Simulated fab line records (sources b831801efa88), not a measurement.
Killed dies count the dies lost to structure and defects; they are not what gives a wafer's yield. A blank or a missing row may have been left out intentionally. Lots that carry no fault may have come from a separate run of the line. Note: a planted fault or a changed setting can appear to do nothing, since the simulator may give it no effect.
fab line records	flow sky130
record: lots: 13	wafers: 39	lastDay: 50
route steps=708 shown DNWELL@44 VT_ADJUST_LVTN@107 POLY_GATE@231 LDD_LDN@301
lots that met no fault: taken from a fault-free run of the same line
startH: hours from the record's first day to the start of the lot's first wafer shown	waitH: hours since the lot's step before	" repeats the value in the row above	L1.1+2: a row that stands for several wafers	- value missing, or start not given	* or withheld: withheld	< > ~ a bound
route shown NAME@n: NAME is a module with steps in the file, n the number in the route of the first one	usual: mean/standard deviation of fault-free wafers	same: alike in all rows	chamber/n: place in a boat	sites: each site's reading	_std_site: standard deviation across them	_edge_site: inner sites' mean taken away from outer sites' mean	radiusMm: how far each site lies from the wafer's centre	mask NAME#n: copy n	behind: the most recent tool/chamber to have shaped the wafer	hold: why the lot was held/for how many hours/how that ended	device: names the non-switching transistor (n, p or np)	end of line: the tests these same wafers got at the end of their route	for a step that has no rows: nothing shown but its recipe	killed: the dies lost at the first sort to structure and to defects; this is not the yield of the wafer	map: the dies of a wafer, with x for killed, . for not killed, _ for no die there
set.NAME: the run value of the setting; set.NAME@STEP: its run value at that earlier step	model.NAME: the simulator's own value behind a step, which no gauge read
the route's steps for a sample of lots (tables are steps, rows are wafers)
services: the hour from which a tool's chamber was out of use, counted from the record's first day as startH (under 0 if before that day), plus the number of hours and why
== steps ==
step: SKY_DNWELL_TW_MEAS_09
usual: DNWELL_TW: 1115/4.7
lot.wafer	tool	chamber	startH	waitH	DNWELL_TW
L411.1	filmMetro-02	-	62.84	0.1	1110
L411.4	"	-	"	"	1107
L411.6	"	-	"	"	1112
L413.1	filmMetro-01	-	75.29	0.1	1118
L413.3	"	-	"	"	1112
L413.6	"	-	"	"	1111
L414.1	filmMetro-02	-	81.39	0.1	1114
L414.3	"	-	"	"	1118
L414.5	"	-	"	"	1111
L415.1	filmMetro-02	-	86.72	0.1	1114
L415.2	"	-	"	"	1114
L415.6	"	-	"	"	1114
L416.3	filmMetro-01	-	92.39	0.1	1119
L416.4	"	-	"	"	1116
L416.5	"	-	"	"	1116
L417.1	filmMetro-03	-	98.27	0.1	1120
L417.3	"	-	"	"	1125
L417.6	"	-	"	"	1121
L418.2	filmMetro-01	-	100.65	0.1	1117
L418.3	"	-	"	"	1119
L418.4	"	-	"	"	1116
L423.4	filmMetro-03	-	126.65	0.1	1117
L423.5	"	-	"	"	1113
L423.6	"	-	"	"	1119
L424.1	filmMetro-02	-	133.84	0.1	1118
L424.2	"	-	"	"	1113
L424.4	"	-	"	"	1113
L426.2	filmMetro-02	-	144.06	0.1	1116
L426.5	"	-	"	"	1116
L426.6	"	-	"	"	1118
L427.2	filmMetro-03	-	149.10	0.1	1109
L427.3	"	-	"	"	1104
L427.4	"	-	"	"	1108
L429.1	filmMetro-03	-	158.57	0.1	1120
L429.4	"	-	"	"	1111
L429.5	"	-	"	"	1113
L431.2	filmMetro-02	-	171.20	0.1	1116
L431.4	"	-	"	"	1115
L431.6	"	-	"	"	1115
step: SKY_VT_ADJUST_LVTN_TW_MEAS_10
usual: VT_ADJUST_LVTN_TW: 243.0/1.1
lot.wafer	tool	chamber	startH	waitH	VT_ADJUST_LVTN_TW
L411.1	filmMetro-03	-	168.26	0.1	244.1
L411.4	"	-	"	"	243.5
L411.6	"	-	"	"	243.0
L413.1	filmMetro-03	-	169.66	0.1	243.1
L413.3	"	-	"	"	241.9
L413.6	"	-	"	"	244.6
L414.1	filmMetro-04	-	185.34	0.1	243.0
L414.3	"	-	"	"	244.9
L414.5	"	-	"	"	242.6
L415.1	filmMetro-04	-	186.56	0.1	242.7
L415.2	"	-	"	"	243.9
L415.6	"	-	"	"	243.6
L416.3	filmMetro-04	-	189.38	0.1	243.8
L416.4	"	-	"	"	242.9
L416.5	"	-	"	"	244.1
L417.1	filmMetro-02	-	198.61	0.1	243.3
L417.3	"	-	"	"	243.7
L417.6	"	-	"	"	242.5
L418.2	filmMetro-02	-	206.27	0.1	244.0
L418.3	"	-	"	"	242.1
L418.4	"	-	"	"	243.7
L423.4	filmMetro-03	-	233.59	0.1	242.1
L423.5	"	-	"	"	241.6
L423.6	"	-	"	"	242.9
L424.1	filmMetro-04	-	242.66	0.1	244.8
L424.2	"	-	"	"	244.8
L424.4	"	-	"	"	243.7
L426.2	filmMetro-02	-	257.82	0.1	242.8
L426.5	"	-	"	"	241.9
L426.6	"	-	"	"	243.4
L427.2	filmMetro-03	-	260.88	0.1	242.0
L427.3	"	-	"	"	242.2
L427.4	"	-	"	"	242.7
L429.1	filmMetro-03	-	272.16	0.1	242.7
L429.4	"	-	"	"	243.0
L429.5	"	-	"	"	240.9
L431.2	filmMetro-02	-	287.13	0.1	244.5
L431.4	"	-	"	"	243.1
L431.6	"	-	"	"	244.9
step: SKY_POLY_GATE_ETCH_17
recipe: targetDepthNm: 180	stopOn: SiO2	overEtchFrac: 0.5456	chemistry: HBr/Cl2	target: poly-Si	icpW: 400	biasW: 100	pressureMtorr: 10	HBr_flow_sccm: 150	Cl2_flow_sccm: 50	timeS: 70.5
usual: drypumpMotorCurrentA: 5.8/0.4	oesProductAu: 0.988/0.0089	rfFwdPowerW: 397.1/1.7	throttleValvePct: 33.683/0.0099
lot.wafer	tool	chamber	startH	waitH	drypumpMotorCurrentA	oesProductAu	rfFwdPowerW	rfHoursCounterH	throttleValvePct
L411.1	rieSi-02	3	401.91	0.0	6.0	0.987	394.3	5	33.676
L411.4	"	1	"	"	6.3	0.993	396.8	74	33.679
L411.6	"	2	"	"	5.5	0.990	395.6	-	33.689
L413.1	rieSi-01	0	408.97	0.0	5.2	0.990	396.7	6	33.688
L413.3	"	2	"	"	6.3	0.989	397.0	0	33.683
L413.6	"	3	"	"	5.2	0.986	396.2	-	33.673
L414.1	rieSi-01	1	431.61	0.0	5.8	0.979	398.7	64	33.664
L414.3	"	2	"	"	6.2	0.986	397.1	0	33.686
L414.5	"	2	"	"	6.2	0.995	397.1	-	33.696
L415.1	rieSi-02	3	432.87	0.0	6.0	0.972	394.5	6	33.700
L415.2	"	2	"	"	5.5	0.986	396.4	1	33.687
L415.6	"	2	"	"	5.5	0.978	399.0	-	33.674
L416.3	rieSi-02	3	437.56	0.0	6.0	0.978	397.1	6	33.699
L416.4	"	0	"	"	5.7	0.992	398.9	4	33.680
L416.5	"	3	"	"	6.0	0.978	394.4	-	33.672
L417.1	rieSi-01	0	446.79	0.0	5.2	0.973	395.8	7	33.681
L417.3	"	1	"	"	5.8	0.985	398.3	64	33.681
L417.6	"	2	"	"	6.2	0.993	398.2	-	33.682
L418.2	rieSi-02	0	457.29	0.0	5.7	0.984	400.0	4	33.699
L418.3	"	3	"	"	6.0	0.980	395.1	6	33.687
L418.4	"	1	"	"	6.4	0.974	398.2	0	33.674
L423.4	rieSi-01	0	491.12	0.0	5.1	0.984	396.8	-	33.685
L423.5	"	2	"	"	6.2	1.000	394.2	-	33.674
L423.6	"	3	"	"	5.3	1.005	396.2	-	33.694
L424.1	rieSi-02	3	507.42	0.0	6.0	1.000	458.0	6	33.688
L424.2	"	2	"	"	5.5	1.003	461.2	2	33.687
L424.4	"	0	"	"	5.6	0.998	464.6	4	33.675
L426.2	rieSi-02	3	523.21	0.0	6.0	1.003	458.3	6	33.681
L426.5	"	0	"	"	5.7	1.007	465.1	-	33.674
L426.6	"	3	"	"	6.0	0.998	460.1	-	33.679
L427.2	rieSi-01	0	527.14	0.0	5.2	0.976	395.8	7	33.695
L427.3	"	1	"	"	5.8	0.982	396.1	0	33.660
L427.4	"	3	"	"	5.2	1.007	395.7	4	33.687
L429.1	rieSi-01	0	543.82	0.0	5.2	0.989	397.7	7	33.679
L429.4	"	2	"	"	6.3	0.995	398.6	1	33.687
L429.5	"	1	"	"	5.8	0.992	398.6	-	33.684
L431.2	rieSi-01	3	566.31	0.0	5.2	0.995	393.8	4	33.682
L431.4	"	0	"	"	5.2	0.984	397.1	-	33.655
L431.6	"	1	"	"	5.8	0.990	398.9	-	33.686
step: SKY_LDD_LDN_STRIP_12
recipe: chemistry: O2/N2	powerW: 1400	pressureMtorr: 1500	platenTempC: withheld	o2FlowSccm: 3000	n2FlowSccm: 300	overashFraction: 0.5
usual: drypumpMotorCurrentA: 6.2/0.44	oesProductAu: 0.715/0.0049	stripTimeToEndpointS: 14.20/0.037
lot.wafer	tool	chamber	startH	waitH	drypumpMotorCurrentA	oesProductAu	rfHoursCounterH	stripTimeToEndpointS
L411.1	plasmaAsher-01	0	557.31	0.1	6.7	0.717	12	14.19
L411.4	"	0	"	"	6.7	0.710	-	14.17
L411.6	"	0	"	"	6.7	0.716	-	14.18
L413.1	plasmaAsher-01	1	565.60	0.1	6.4	0.706	13	14.24
L413.3	"	1	"	"	6.4	0.716	-	14.21
L413.6	"	1	"	"	6.4	0.719	-	14.24
L414.1	plasmaAsher-03	1	586.64	0.1	6.4	0.717	88	14.24
L414.3	"	0	"	"	5.6	0.719	-	14.25
L414.5	"	1	"	"	6.4	0.713	-	14.18
L415.1	plasmaAsher-03	1	589.20	0.1	6.4	0.718	89	14.20
L415.2	"	0	"	"	5.7	0.711	89	14.25
L415.6	"	0	"	"	5.7	0.714	-	14.25
L416.3	plasmaAsher-03	1	594.23	0.1	6.4	0.713	-	14.19
L416.4	"	0	"	"	5.6	0.715	-	14.20
L416.5	"	1	"	"	6.4	0.719	-	14.20
L417.1	plasmaAsher-02	1	601.89	0.1	5.4	0.717	43	14.21
L417.3	"	0	"	"	6.0	0.719	-	14.19
L417.6	"	0	"	"	6.0	0.706	-	14.23
L418.2	plasmaAsher-01	0	612.45	0.1	6.7	0.722	18	14.22
L418.3	"	0	"	"	6.7	0.709	-	14.20
L418.4	"	1	"	"	6.4	0.716	-	14.23
L423.4	plasmaAsher-01	0	643.37	0.1	6.7	0.724	-	14.20
L423.5	"	1	"	"	6.4	0.721	-	14.21
L423.6	"	0	"	"	6.7	0.706	-	14.24
L424.1	plasmaAsher-01	0	660.89	0.1	6.7	0.715	24	14.17
L424.2	"	1	"	"	6.4	0.717	24	14.21
L424.4	"	1	"	"	6.4	0.724	-	14.13
L426.2	plasmaAsher-03	0	673.10	0.1	5.7	0.706	98	14.13
L426.5	"	1	"	"	6.4	0.711	-	14.20
L426.6	"	0	"	"	5.6	0.712	-	14.19
L427.2	plasmaAsher-02	0	679.50	0.1	6.0	0.722	49	14.19
L427.3	"	0	"	"	6.0	0.712	-	14.21
L427.4	"	1	"	"	5.4	0.719	-	14.19
L429.1	plasmaAsher-03	0	696.10	0.1	5.7	0.713	100	14.21
L429.4	"	1	"	"	6.4	0.719	-	14.17
L429.5	"	1	"	"	6.4	0.715	-	14.15
L431.2	plasmaAsher-02	0	714.14	0.1	6.0	0.714	51	14.14
L431.4	"	1	"	"	5.4	0.715	-	14.14
L431.6	"	1	"	"	5.4	0.708	-	14.16
== services ==
tool	chamber	startH	hours	kind
plasmaAsher-03	-	416.80	2.8	pm
plasmaAsher-01	-	421.33	9.0	pm
plasmaAsher-02	-	460.86	2.0	repair
rieSi-02	2	468.90	6.8	repair
plasmaAsher-01	-	475.39	5.9	repair
rieSi-01	1	476.69	2.1	repair
rieSi-01	1	478.80	-	clean
rieSi-01	1	478.80	17.8	scheduledDown
plasmaAsher-03	-	479.09	0.7	repair
plasmaAsher-02	-	485.50	0.8	repair
rieSi-02	3	490.18	8.8	repair
plasmaAsher-03	-	498.32	3.3	repair
rieSi-01	-	501.83	0.9	repair
plasmaAsher-02	-	529.83	2.2	repair
rieSi-01	3	557.85	3.7	repair
rieSi-01	2	561.35	10.9	repair
rieSi-01	1	561.69	3.0	repair
rieSi-01	2	573.98	10.9	repair
rieSi-01	-	585.50	2.8	pm
rieSi-02	2	618.80	4.6	repair
plasmaAsher-02	-	626.74	6.2	repair
plasmaAsher-03	-	641.31	2.7	repair
plasmaAsher-02	-	646.68	10.2	repair
plasmaAsher-02	-	696.33	14.6	pm
== key ==
firstSign: step: SKY_POLY_GATE_ETCH_17	reading: rfFwdPowerW	direction: up	sigmas: 38	usual: 397.1	struck: 461.2
effect: step: SKY_POLY_GATE_ETCH_17	reading: oesProductAu	direction: up	sigmas: 1.6	usual: 0.988	struck: 1.002	wafersMoved: 3
metAt SKY_POLY_GATE_ETCH_17
struckLots L424,L426
testerLeftOut L424,L426
notActingAt SKY_DNWELL_TW_MEAS_09,SKY_VT_ADJUST_LVTN_TW_MEAS_10,SKY_LDD_LDN_STRIP_12
onsetBetween 457.29 507.42
fault: kind: processParameterDrift	tool: rieSi-02	chamber: -	onsetH: 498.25	steps: SKY_POLY_GATE_ETCH_17	channel: icpW	offset: 64	shape: step	endH: 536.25	actsIn: theseRecipesOnly	stated: 400
testerLeftOut: of these lots the tester's yield and bins aren't shown, on N5 and GAA mostly nor the transistor test; their killed dies are dies lost to structure and defects alone, not to doping, threshold or leakage, so they don't give the yield
